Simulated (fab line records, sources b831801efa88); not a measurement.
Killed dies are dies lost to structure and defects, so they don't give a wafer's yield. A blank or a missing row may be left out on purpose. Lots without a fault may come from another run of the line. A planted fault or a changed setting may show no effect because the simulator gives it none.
fab line records | flow sky130
record lots=5 wafers=15 last_day=50
route steps=708 shown VIA4@644 METAL5@661 PASSIVATION@681 PAD_OPEN@708
lots that met no fault: from a run of the same line without faults
start_h: hours from the record's first day to the start of the lot's first wafer shown | wait_h: hours since the lot's step before | " the same as in the row above | L1.1+2: a row that stands for several wafers | - no value, or no start given | * or withheld: withheld | < > ~ a bound
route shown NAME@n: a module of which the file shows steps, and the number in the route of the first | usual: mean/standard deviation of fault-free wafers | same: alike in all rows | chamber/n: place in a boat | sites: the reading at each site | _std_site: their standard deviation | _edge_site: outer sites' mean less inner sites' | radius_mm: how far each site lies from the wafer's centre | mask NAME#n: copy n | behind: the tool/chamber that last shaped the wafer | hold: why the lot was held/for how many hours/how that ended | device: the transistor (n, p or np) that didn't switch | end of line: the same wafers' tests at the end of the route | a step without rows: its recipe alone | killed: dies lost to structure and defects at the first sort, not the wafer's yield | map: a wafer's dies, x killed, . not, _ none there
set.NAME: the setting as run; set.NAME@STEP: as run at that earlier step | model.NAME: the simulator's own value behind a step, which no gauge read
lots at some steps of the route; a table a step, a row a wafer
services: from which hour (start_h, from the record's first day; less than 0 if before it) a tool's chamber was out of use, for how many hours, and why
## steps
# step SKY_VIA4_HMDS_05
# recipe prime_time_s=60 prime_temp_c=120
# step SKY_VIA4_COAT_06
# recipe resist=NOVOLAK spin_rpm=3000 resist_thk_nm=1140
# step SKY_VIA4_SOFTBAKE_07
# recipe temp_c=90 time_s=60 resist=NOVOLAK
# step SKY_VIA4_EXPOSE_08
# recipe mask_id=VIM4 na=0.6 source_shape=conventional sigma_outer=0.6 polarization=unpolarized target_cd_nm=800 dose_mj=132
# step SKY_VIA4_PEB_09
# recipe temp_c=withheld time_s=* resist=NOVOLAK
# step SKY_VIA4_DEVELOP_10
# recipe resist=NOVOLAK developer=TMAH develop_time_s=60 dev_temp_c=23
# step SKY_VIA4_OVL_MEAS_11
# usual VIA4_OVL=-0.1/1.3
# columns lot.wafer tool chamber start_h wait_h VIA4_OVL[nm]
L950.3 overlay-01 - 1009.87 0.1 -0.9
L950.4 " - " " -0.3
L950.5 " - " " -3.1
L951.1 overlay-02 - 1023.32 0.1 1.2
L951.2 " - " " 0.0
L951.6 " - " " 0.3
L955.1 overlay-02 - 1044.83 0.1 0.8
L955.2 " - " " -0.3
L955.4 " - " " 0.5
L966.1 overlay-01 - 1107.18 0.1 0.5
L966.2 " - " " 1.6
L966.4 " - " " 0.1
L970.2 overlay-01 - 1133.59 0.1 -0.8
L970.4 " - " " 0.4
L970.5 " - " " -0.1
# step SKY_VIA4_ETCH_12
# recipe target=SiO2 chemistry=C4F8/O2/Ar stop_on=TiN mask_material=NOVOLAK source_w=1500 bias_w=1200 pressure_mtorr=40 c4f8_flow_sccm=withheld O2_flow_sccm=6 Ar_flow_sccm=300 time_s=withheld target_depth_a=5800
# usual oes_product_au=0.926/0.0044 rf_fwd_power_W=1491/5.4
# columns lot.wafer tool chamber start_h wait_h oes_product_au rf_fwd_power_W
L950.3 rie_diel-02 0 1009.90 0.0 0.920 1487
L950.4 " 1 " " 0.935 1490
L950.5 " 1 " " 0.937 1480
L951.1 rie_diel-01 0 1023.36 0.0 0.921 1493
L951.2 " 2 " " 0.929 1495
L951.6 " 2 " " 0.928 1494
L955.1 rie_diel-02 2 1044.87 0.0 0.936 1494
L955.2 " 3 " " 0.930 1491
L955.4 " 0 " " 0.918 1484
L966.1 rie_diel-01 3 1107.22 0.0 0.926 1492
L966.2 " 0 " " 0.926 1482
L966.4 " 1 " " 0.928 1497
L970.2 rie_diel-01 3 1133.62 0.0 0.931 1497
L970.4 " 2 " " 0.928 1490
L970.5 " 1 " " 0.922 1502
# step SKY_VIA4_STRIP_13
# recipe chemistry=O2/N2 power_w=1400 pressure_mtorr=1500 platen_temp_c=withheld o2_flow_sccm=3000 n2_flow_sccm=300 overash_fraction=0.5
# step SKY_VIA4_STRIP_14
# recipe chemistry=post_etch_residue_remover time_s=1200 temp_c=72.5
# step SKY_VIA4_CLEAN_15
# recipe chemistry=IPA time_s=180 temp_c=25
# step SKY_VIA4_CLEAN_16
# recipe chemistry=O3/DIW dry=n2_spin
# step SKY_VIA4_SPUTTER_17
# recipe material=TiN target_thk_nm=20 chamber_pressure_pa=5 power_w=4000 time_s=80
# usual throttle_valve_pct=29.7/0.81
# columns lot.wafer tool chamber start_h wait_h throttle_valve_pct
L950.3 pvd_sputter-04 - 1010.56 0.0 30.8
L950.4 " - " " 31.3
L950.5 " - " " 31.1
L951.1 pvd_sputter-02 - 1024.42 0.0 29.4
L951.2 " - " " 29.6
L951.6 " - " " 28.7
L955.1 pvd_sputter-02 - 1045.53 0.0 30.1
L955.2 " - " " 28.6
L955.4 " - " " 28.6
L966.1 pvd_sputter-03 - 1107.96 0.0 30.1
L966.2 " - " " 30.2
L966.4 " - " " 29.7
L970.2 pvd_sputter-02 - 1135.31 0.0 29.4
L970.4 " - " " 28.6
L970.5 " - " " 28.6
# step SKY_VIA4_CVD_18
# recipe material=W target_thk_nm=505 time_s=152.14 temp_c=400 pressure_torr=40
# usual heater_power_outer_w=567/89 heater_power_w=884/130
# columns lot.wafer tool chamber start_h wait_h heater_power_outer_w heater_power_w since_wet_clean_h
L950.3 cvd_w-01 0 1010.67 0.1 497 757 -
L950.4 " 1 " " 674 1038 -
L950.5 " 1 " " 663 1035 -
L951.1 cvd_w-01 1 1024.48 0.0 672 1060 621
L951.2 " 0 " " 506 766 621
L951.6 " 1 " " 668 1085 -
L955.1 cvd_w-01 0 1045.59 0.0 506 745 642
L955.2 " 1 " " 658 1077 642
L955.4 " 1 " " 676 1070 -
L966.1 cvd_w-01 1 1108.02 0.0 683 1101 704
L966.2 " 0 " " 495 748 704
L966.4 " 0 " " 501 762 -
L970.2 cvd_w-02 1 1135.37 0.0 455 804 217
L970.4 " 1 " " 461 775 -
L970.5 " 1 " " 453 795 -
# step SKY_VIA4_RS_MEAS_19
# recipe thk_meas_gauge=four-point-probe reads=W_of_VIA4_CVD_18+TiN_of_VIA4_SPUTTER_17
# usual VIA4_W_RS=0.2247/0.0027
# columns lot.wafer tool chamber start_h wait_h VIA4_W_RS[ohm/sq]
L950.3 film_metro-02 - 1010.81 0.1 0.2233
L950.4 " - " " 0.2204
L950.5 " - " " 0.2216
L951.1 film_metro-02 - 1024.64 0.1 0.2198
L951.2 " - " " 0.2254
L951.6 " - " " 0.2195
L955.1 film_metro-02 - 1045.74 0.1 0.2216
L955.2 " - " " 0.2216
L955.4 " - " " 0.2189
L966.1 film_metro-01 - 1108.17 0.1 0.2269
L966.2 " - " " 0.2276
L966.4 " - " " 0.2280
L970.2 film_metro-02 - 1135.54 0.1 0.2215
L970.4 " - " " 0.2208
L970.5 " - " " 0.2223
# step SKY_VIA4_THK_MEAS_20
# recipe thk_meas_gauge=xrf reads=W_of_VIA4_CVD_18
# usual VIA4_W_THK=513/7.6
# columns lot.wafer tool chamber start_h wait_h VIA4_W_THK[nm]
L950.3 film_metro-02 - 1010.91 0.1 515
L950.4 " - " " 524
L950.5 " - " " 519
L951.1 film_metro-02 - 1024.76 0.1 526
L951.2 " - " " 510
L951.6 " - " " 526
L955.1 film_metro-02 - 1045.86 0.1 519
L955.2 " - " " 522
L955.4 " - " " 528
L966.1 film_metro-01 - 1108.29 0.1 511
L966.2 " - " " 505
L966.4 " - " " 505
L970.2 film_metro-02 - 1135.65 0.1 520
L970.4 " - " " 515
L970.5 " - " " 515
# step SKY_VIA4_CMP_21
# recipe stop_on=SiO2 t_overpolish_s=25 down_force_psi=3.5 platen_rpm=60 target_thk_nm=0 pad_velocity_m_s=0.94248
# step SKY_METAL5_SPUTTER_00
# recipe material=Ti target_thk_nm=15 power_w=3000 time_s=10 chamber_pressure_pa=0.4
# usual throttle_valve_pct=29.6/0.63
# columns lot.wafer tool chamber start_h wait_h throttle_valve_pct
L950.3 pvd_sputter-03 - 1011.25 0.1 29.4
L950.4 " - " " 30.1
L950.5 " - " " 30.0
L951.1 pvd_sputter-03 - 1025.12 0.2 29.9
L951.2 " - " " 30.2
L951.6 " - " " 30.1
L955.1 pvd_sputter-02 - 1046.22 0.1 30.0
L955.2 " - " " 28.8
L955.4 " - " " 28.7
L966.1 pvd_sputter-02 - 1108.65 0.2 28.8
L966.2 " - " " 28.5
L966.4 " - " " 29.2
L970.2 pvd_sputter-01 - 1136.00 0.2 30.7
L970.4 " - " " 29.2
L970.5 " - " " 30.1
# step SKY_METAL5_SPUTTER_01
# recipe material=TiN target_thk_nm=20 power_w=6500 time_s=16.7 chamber_pressure_pa=0.4
# step SKY_METAL5_SPUTTER_02
# recipe material=AlCu target_thk_nm=1150 power_w=10600 time_s=61.2 chamber_pressure_pa=0.4
# step SKY_METAL5_SPUTTER_03
# recipe material=Ti target_thk_nm=5 power_w=3000 time_s=3.3 chamber_pressure_pa=0.4
# usual throttle_valve_pct=29.6/0.65
# columns lot.wafer tool chamber start_h wait_h throttle_valve_pct
L950.3 pvd_sputter-03 - 1011.35 0.0 29.4
L950.4 " - " " 29.9
L950.5 " - " " 30.1
L951.1 pvd_sputter-03 - 1025.21 0.0 30.2
L951.2 " - " " 30.2
L951.6 " - " " 30.2
L955.1 pvd_sputter-02 - 1046.32 0.0 29.9
L955.2 " - " " 28.6
L955.4 " - " " 28.8
L966.1 pvd_sputter-02 - 1108.75 0.0 28.8
L966.2 " - " " 28.8
L966.4 " - " " 29.2
L970.2 pvd_sputter-01 - 1136.10 0.0 30.9
L970.4 " - " " 29.1
L970.5 " - " " 30.0
# step SKY_METAL5_SPUTTER_04
# recipe material=TiN target_thk_nm=70 power_w=6500 time_s=58.3 chamber_pressure_pa=0.4
# step SKY_METAL5_RS_MEAS_05
# recipe thk_meas_gauge=four-point-probe reads=TiN_of_METAL5_SPUTTER_04+Ti_of_METAL5_SPUTTER_03+AlCu_of_METAL5_SPUTTER_02+TiN_of_METAL5_SPUTTER_01+Ti_of_METAL5_SPUTTER_00
# usual METAL5_ALCU_RS=0.0272/0.00041
# columns lot.wafer tool chamber start_h wait_h METAL5_ALCU_RS[ohm/sq]
L950.3 film_metro-04 - 1011.46 0.1 0.0272
L950.4 " - " " 0.0274
L950.5 " - " " 0.0276
L951.1 film_metro-02 - 1025.28 0.0 0.0271
L951.2 " - " " 0.0274
L951.6 " - " " 0.0274
L955.1 film_metro-04 - 1046.39 0.0 0.0277
L955.2 " - " " 0.0283
L955.4 " - " " 0.0272
L966.1 film_metro-02 - 1108.82 0.0 0.0266
L966.2 " - " " 0.0275
L966.4 " - " " 0.0266
L970.2 film_metro-04 - 1136.18 0.0 0.0270
L970.4 " - " " 0.0272
L970.5 " - " " 0.0272
# step SKY_METAL5_THK_MEAS_06
# recipe thk_meas_gauge=xrf reads=AlCu_of_METAL5_SPUTTER_02
# usual METAL5_ALCU_THK=1145/18
# columns lot.wafer tool chamber start_h wait_h METAL5_ALCU_THK[nm]
L950.3 film_metro-04 - 1011.56 0.1 1155
L950.4 " - " " 1137
L950.5 " - " " 1126
L951.1 film_metro-02 - 1025.40 0.1 1133
L951.2 " - " " 1123
L951.6 " - " " 1125
L955.1 film_metro-04 - 1046.51 0.1 1129
L955.2 " - " " 1101
L955.4 " - " " 1140
L966.1 film_metro-02 - 1108.94 0.1 1160
L966.2 " - " " 1131
L966.4 " - " " 1175
L970.2 film_metro-04 - 1136.29 0.1 1157
L970.4 " - " " 1145
L970.5 " - " " 1144
# step SKY_METAL5_DEHYDRATE_07
# recipe temp_c=200 time_s=60
# step SKY_METAL5_HMDS_08
# recipe prime_time_s=60 prime_temp_c=120
# step SKY_METAL5_COAT_09
# recipe resist=NOVOLAK spin_rpm=3000 resist_thk_nm=1800
# step SKY_METAL5_SOFTBAKE_10
# recipe temp_c=90 time_s=60 resist=NOVOLAK
# step SKY_METAL5_EXPOSE_11
# recipe mask_id=MM5 na=0.6 source_shape=conventional sigma_outer=0.6 polarization=unpolarized target_cd_nm=1600 dose_mj=190
# step SKY_METAL5_PEB_12
# recipe temp_c=withheld time_s=* resist=NOVOLAK
# step SKY_METAL5_DEVELOP_13
# recipe resist=NOVOLAK developer=TMAH develop_time_s=60 dev_temp_c=23
# step SKY_METAL5_DESCUM_14
# recipe chemistry=O2 source_power_w=150 bias_power_w=0 pressure_mtorr=10 temp_c=40 time_s=11
# step SKY_METAL5_METAL_ETCH_15
# recipe target_depth_a=12600 stop_on=SiO2 over_etch_frac=0.2 time_s=252 chemistry=Cl2/BCl3 resist_sidewall_deg=86 pressure_mtorr=10 icp_w=900 bias_w=48.5 Cl2_flow_sccm=60 bcl3_flow_sccm=30
# step SKY_METAL5_STRIP_16
# recipe chemistry=O2/N2 power_w=1400 pressure_mtorr=1500 platen_temp_c=withheld o2_flow_sccm=3000 n2_flow_sccm=300 overash_fraction=0.5
# step SKY_METAL5_STRIP_17
# recipe chemistry=post_etch_residue_remover time_s=1200 temp_c=72.5
# step SKY_METAL5_CLEAN_18
# recipe chemistry=IPA time_s=180 temp_c=25
# step SKY_METAL5_CLEAN_19
# recipe chemistry=O3/DIW dry=n2_spin
# step SKY_PASSIVATION_CVD_00
# recipe material=SiO2 target_thk_nm=90 temp_c=400 time_s=withheld rf_w=600
# usual heater_power_outer_w=359/75 heater_power_w=606/88 rf_fwd_power_W=587/3.4
# columns lot.wafer tool chamber start_h wait_h heater_power_outer_w heater_power_w rf_fwd_power_W
L950.3 pecvd-03 1 1034.65 0.0 323 595 588
L950.4 " 1 " " 332 604 586
L950.5 " 2 " " 440 710 590
L951.1 pecvd-01 0 1047.88 0.0 270 483 593
L951.2 " 1 " " 376 636 589
L951.6 " 1 " " 373 649 586
L955.1 pecvd-04 2 1068.74 0.0 476 675 584
L955.2 " 0 " " 392 670 585
L955.4 " 0 " " 399 660 588
L966.1 pecvd-01 0 1129.27 0.0 221 411 590
L966.2 " 1 " " 394 654 588
L966.4 " 2 " " 423 684 585
L970.2 pecvd-03 0 1155.08 0.0 365 622 586
L970.4 " 0 " " 357 638 582
L970.5 " 2 " " 427 698 589
# step SKY_PASSIVATION_THK_MEAS_01
# recipe reads=SiO2_of_PASSIVATION_CVD_00
# usual PASSIVATION_CVD_00_THK=90.2/1.3
# columns lot.wafer tool chamber start_h wait_h PASSIVATION_CVD_00_THK[nm]
L950.3 film_metro-02 - 1034.69 - 89.2
L950.4 " - " " 91.4
L950.5 " - " " 92.4
L951.1 film_metro-02 - 1047.90 - 89.5
L951.2 " - " " 90.9
L951.6 " - " " 92.4
L955.1 film_metro-02 - 1068.76 - 88.7
L955.2 " - " " 88.9
L955.4 " - " " 89.8
L966.1 film_metro-04 - 1129.29 - 89.1
L966.2 " - " " 90.6
L966.4 " - " " 90.4
L970.2 film_metro-04 - 1155.11 - 90.7
L970.4 " - " " 91.7
L970.5 " - " " 91.3
# step SKY_PASSIVATION_CVD_02
# recipe material=Si3N4 target_thk_nm=540 temp_c=400 time_s=withheld rf_w=450
# step SKY_PASSIVATION_THK_MEAS_03
# recipe reads=Si3N4_of_PASSIVATION_CVD_02
# usual PASSIVATION_CVD_02_THK=542/7.7
# columns lot.wafer tool chamber start_h wait_h PASSIVATION_CVD_02_THK[nm]
L950.3 film_metro-04 - 1034.97 - 545
L950.4 " - " " 546
L950.5 " - " " 555
L951.1 film_metro-02 - 1048.30 - 529
L951.2 " - " " 538
L951.6 " - " " 543
L955.1 film_metro-03 - 1069.05 - 530
L955.2 " - " " 540
L955.4 " - " " 550
L966.1 film_metro-02 - 1129.57 - 547
L966.2 " - " " 530
L966.4 " - " " 545
L970.2 film_metro-02 - 1155.40 - 537
L970.4 " - " " 543
L970.5 " - " " 547
# step SKY_PASSIVATION_DEHYDRATE_04
# recipe temp_c=200 time_s=60
# step SKY_PAD_OPEN_PROBE_99
# usual defect_limited_yield=82.5/1.7 killed_at_M0_to_M3=42/6.1 killed_at_M4_up=3.1/1.7 killed_at_contacts=24/5.5 killed_at_front_end=16/4.1 killed_at_other=0.3/0.57 killed_dies=86/8.2 killed_open=47/6.8 killed_short=38/5.8 sort_bin_3_pad_short=0.8/0.42 sort_bin_5_function=10.2/1.3 sort_bin_6_memory=6.4/1 sort_n_pass=406/8.2 sort_yield_pct=82.5/1.7
# same gross_dies=492 killed_at_back_side=0 sort_bin_4_leakage[%]=0 sort_bin_8_speed[%]=0
# columns lot.wafer tool chamber start_h wait_h defect_limited_yield[%] killed_at_M0_to_M3 killed_at_M4_up killed_at_contacts killed_at_front_end killed_at_other killed_dies killed_open killed_short sort_bin_3_pad_short[%] sort_bin_5_function[%] sort_bin_6_memory[%] sort_n_pass sort_yield_pct[%] model.etest.tester.sort_n_pass model.etest.tester.sort_yield_pct model.etest.tester.sort_bin_3_pct
L950.3 prober-01 - 1080.25 0.2 85.8 33 2 20 15 0 70 38 32 1.2 8.5 4.5 422 85.8 422 85.77 1.22
L950.4 prober-01 - 1080.30 0.2 80.3 47 4 30 15 1 97 52 44 0.6 11.2 7.9 395 80.3 395 80.28 0.6098
L950.5 prober-01 - 1080.35 0.2 83.5 39 2 22 18 0 81 44 37 0 11.0 5.5 411 83.5 411 83.54 0
L951.1 prober-02 - 1092.71 0.1 82.1 51 0 23 14 0 88 60 28 1.2 12.0 4.7 404 82.1 404 82.11 1.22
L951.2 prober-02 - 1092.76 0.1 82.7 43 3 21 18 0 85 44 41 0.6 11.0 5.7 407 82.7 407 82.72 0.6098
L951.6 prober-02 - 1092.96 0.2 83.5 48 1 22 10 0 81 40 41 1.0 10.2 5.3 411 83.5 411 83.54 1.016
L955.1 prober-02 - 1113.51 0.1 85.4 39 3 22 8 0 72 38 34 0.6 8.7 5.3 420 85.4 420 85.37 0.6098
L955.2 prober-02 - 1113.56 0.1 85.0 31 3 26 13 1 74 42 31 1.6 7.9 5.5 418 85.0 418 84.96 1.626
L955.4 prober-02 - 1113.66 0.2 81.3 39 22 20 11 0 92 43 28 2.4 10.4 5.9 400 81.3 400 81.3 2.439
L966.1 prober-01 - 1168.19 0.1 84.8 36 3 28 8 0 75 39 36 1.2 9.1 4.9 417 84.8 417 84.76 1.22
L966.2 prober-01 - 1168.24 0.1 80.1 49 5 22 22 0 98 49 48 0.8 13.0 6.1 394 80.1 394 80.08 0.813
L966.4 prober-01 - 1168.34 0.2 79.7 45 4 28 23 0 100 53 47 1.0 11.0 8.3 392 79.7 392 79.67 1.016
L970.2 prober-01 - 1189.95 0.1 85.2 40 3 18 11 1 73 36 37 0.4 8.3 6.1 419 85.2 419 85.16 0.4065
L970.4 prober-01 - 1190.05 0.2 83.1 40 2 25 16 0 83 45 37 0.6 9.6 6.7 409 83.1 409 83.13 0.6098
L970.5 prober-01 - 1190.10 0.2 80.5 46 1 22 27 0 96 45 51 1.8 10.6 7.1 396 80.5 396 80.49 1.829
# killed by level:class
L950.3 CONTACT:geometric_particle:open=8 VIA1:geometric_particle:open=8 METAL1:geometric_particle:short=6 VIA2:geometric_particle:open=6 LI_CONTACT:geometric_particle:open=5 POLY_GATE:geometric_particle:short=4 LOCAL_INTERCONNECT:geometric_particle:short=4 FIELD_ISO:geometric_particle:open=3
L950.4 CONTACT:geometric_particle:open=17 VIA1:geometric_particle:open=12 METAL2:geometric_particle:short=7 METAL1:geometric_particle:short=6 VIA2:geometric_particle:short=6 VIA2:geometric_particle:open=6 POLY_GATE:geometric_particle:short=5 CONTACT:geometric_particle:short=5
L950.5 VIA2:geometric_particle:open=10 VIA1:geometric_particle:open=7 CONTACT:geometric_particle:short=7 FIELD_ISO:geometric_particle:short=6 CONTACT:geometric_particle:open=6 LOCAL_INTERCONNECT:geometric_particle:short=5 POLY_GATE:geometric_particle:open=4 LI_CONTACT:geometric_particle:open=4
L951.1 VIA1:geometric_particle:open=15 VIA2:geometric_particle:open=12 LI_CONTACT:geometric_particle:open=9 CONTACT:geometric_particle:open=7 POLY_GATE:geometric_particle:open=5 VIA3:geometric_particle:open=5 METAL2:geometric_particle:short=5 LOCAL_INTERCONNECT:geometric_particle:short=4
L951.2 VIA1:geometric_particle:open=12 VIA2:geometric_particle:open=7 METAL2:geometric_particle:short=7 POLY_GATE:geometric_particle:short=6 LI_CONTACT:geometric_particle:open=6 VIA3:geometric_particle:open=6 CONTACT:geometric_particle:open=5 FIELD_ISO:geometric_particle:open=4
L951.6 VIA1:geometric_particle:open=9 METAL3:geometric_particle:short=8 CONTACT:geometric_particle:open=7 VIA2:geometric_particle:open=7 LI_CONTACT:geometric_particle:open=6 VIA1:geometric_particle:short=6 METAL2:geometric_particle:short=5 CONTACT:geometric_particle:short=4
L955.1 CONTACT:geometric_particle:open=9 LI_CONTACT:geometric_particle:open=6 METAL1:geometric_particle:short=6 METAL2:geometric_particle:short=6 FIELD_ISO:geometric_particle:short=4 CONTACT:geometric_particle:short=4 VIA1:geometric_particle:open=4 VIA2:geometric_particle:open=4
L955.2 LI_CONTACT:geometric_particle:open=11 CONTACT:geometric_particle:open=9 VIA3:geometric_particle:open=7 METAL1:geometric_particle:short=6 POLY_GATE:geometric_particle:open=5 VIA1:geometric_particle:open=4 VIA1:geometric_particle:short=4 VIA2:geometric_particle:short=4
L955.4 VIA4:unspecified=20 VIA1:geometric_particle:open=9 VIA3:geometric_particle:open=8 CONTACT:geometric_particle:open=7 LI_CONTACT:geometric_particle:open=6 FIELD_ISO:geometric_particle:open=5 METAL1:geometric_particle:short=5 VIA2:geometric_particle:open=5
L966.1 CONTACT:geometric_particle:open=10 VIA1:geometric_particle:open=9 CONTACT:geometric_particle:short=7 VIA1:geometric_particle:short=6 LOCAL_INTERCONNECT:geometric_particle:short=5 FIELD_ISO:geometric_particle:open=4 LI_CONTACT:geometric_particle:short=4 METAL2:geometric_particle:short=4
L966.2 VIA1:geometric_particle:open=10 METAL1:geometric_particle:short=8 METAL2:geometric_particle:short=7 FIELD_ISO:geometric_particle:short=6 VIA3:geometric_particle:open=6 LI_CONTACT:geometric_particle:open=5 LOCAL_INTERCONNECT:geometric_particle:short=5 CONTACT:geometric_particle:open=5
L966.4 VIA1:geometric_particle:open=10 CONTACT:geometric_particle:open=9 POLY_GATE:geometric_particle:open=8 VIA1:geometric_particle:short=8 CONTACT:geometric_particle:short=7 VIA3:geometric_particle:open=7 VIA2:geometric_particle:open=7 FIELD_ISO:geometric_particle:open=6
L970.2 METAL1:geometric_particle:short=10 LI_CONTACT:geometric_particle:open=7 VIA1:geometric_particle:open=6 VIA2:geometric_particle:open=6 VIA3:geometric_particle:open=5 CONTACT:geometric_particle:short=4 CONTACT:geometric_particle:open=4 FIELD_ISO:geometric_particle:short=3
L970.4 VIA1:geometric_particle:open=10 LI_CONTACT:geometric_particle:open=9 FIELD_ISO:geometric_particle:short=7 CONTACT:geometric_particle:open=7 VIA2:geometric_particle:open=7 CONTACT:geometric_particle:short=5 VIA2:geometric_particle:short=5 VIA3:geometric_particle:open=5
L970.5 POLY_GATE:geometric_particle:short=10 VIA3:geometric_particle:open=9 FIELD_ISO:geometric_particle:short=8 METAL2:geometric_particle:short=8 LI_CONTACT:geometric_particle:open=7 VIA1:geometric_particle:open=7 LOCAL_INTERCONNECT:geometric_particle:short=5 CONTACT:geometric_particle:open=5
# map L955.4 (x killed, . not)
__________....xx...._________
________..x.xx........_______
______....x.x..........._____
_____x..x....x..xx.....x.____
____xx............x.x.....___
___xxxx......x..x.xxx.xx...__
__xxxx.x.....x...x.........._
_xxxx.x......x...............
_xxxxx..x.x...........x..x...
_.xx.....x.x.....x...........
_.....x.....x.....x........x.
_.......xxxx.............xx..
_.x...x........x.x...x.......
_...........x..x.........x...
_...xx....x..x...............
__..xx............x........._
___xx..........xx...xx.....__
____...x..........x...x...___
_____..................x.____
______..............x..._____
________.x............_______
__________.........._________
# map L951.1 (x killed, . not)
__________......x..._________
________..x..x..x.x..._______
______.x................_____
_____....x..........x.xx.____
____......x...x.....x.....___
___....xx............x....x__
__xx..........x.xx.....x...x_
_x.......x...............x...
_..xx.x....xx..........xx....
_...xx.xx.................xx.
_.......x..x..x.....x.....x..
_....x............xx.....x...
_............x.xx............
_.xx..x.x.......xx...........
_........x....xx...x..xx.....
__......x...x............x.._
___.........x....xx........__
____........x.x..........x___
_____........x.....x.....____
______..x...x.....x..x.x_____
________........x.xx.._______
__________x.xxx.x..._________
## services
# columns tool chamber start_h hours kind
pvd_sputter-04 - 992.72 8.0 repair
pvd_sputter-03 0 1011.42 - consumable_replace:kit
pvd_sputter-03 0 1011.42 18.0 scheduled_down
pvd_sputter-03 0 1011.42 18.0 vent_cycle
cvd_w-02 - 1012.83 6.9 pm
rie_diel-01 2 1016.31 5.4 repair
pecvd-04 - 1018.08 2.8 pm
cvd_w-01 - 1033.14 1.9 repair
rie_diel-01 0 1061.07 9.2 repair
pvd_sputter-02 2 1094.70 - consumable_replace:kit
pvd_sputter-02 2 1094.70 18.0 scheduled_down
pvd_sputter-02 2 1094.70 18.0 vent_cycle
pvd_sputter-01 - 1095.58 3.6 repair
rie_diel-02 0 1107.63 2.9 repair
cvd_w-01 - 1114.81 2.8 repair
pecvd-03 0 1115.82 2.2 repair
pecvd-03 2 1117.34 5.7 repair
pecvd-03 1 1120.79 2.2 repair
rie_diel-02 - 1122.95 0.2 repair
pvd_sputter-02 - 1123.17 2.2 repair
rie_diel-01 0 1142.36 3.6 repair
pvd_sputter-04 - 1143.15 1.7 repair
pvd_sputter-01 - 1145.25 1.0 repair
pecvd-01 - 1148.19 0.7 repair
## key
first_sign step=SKY_PAD_OPEN_PROBE_99 reading=killed_at_M4_up direction=up sigmas=11 usual=3.1 struck=22
effect step=SKY_PAD_OPEN_PROBE_99 reading=sort_bin_3_pad_short direction=up sigmas=3.8 usual=0.8 struck=2.4
model_effect step=SKY_PAD_OPEN_PROBE_99 value=etest.tester.sort_n_pass without=417 struck=400
met_at SKY_VIA4_SPUTTER_17
struck_wafers L955.4
onset_between 1024.42 1045.53
fault kind=chamber_particle_source tool=pvd_sputter-02 chamber=- onset_h=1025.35 steps=SKY_VIA4_SPUTTER_17 rate_per_visit_cm2=0.62524 end_h=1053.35 scope=struck_wafers_only
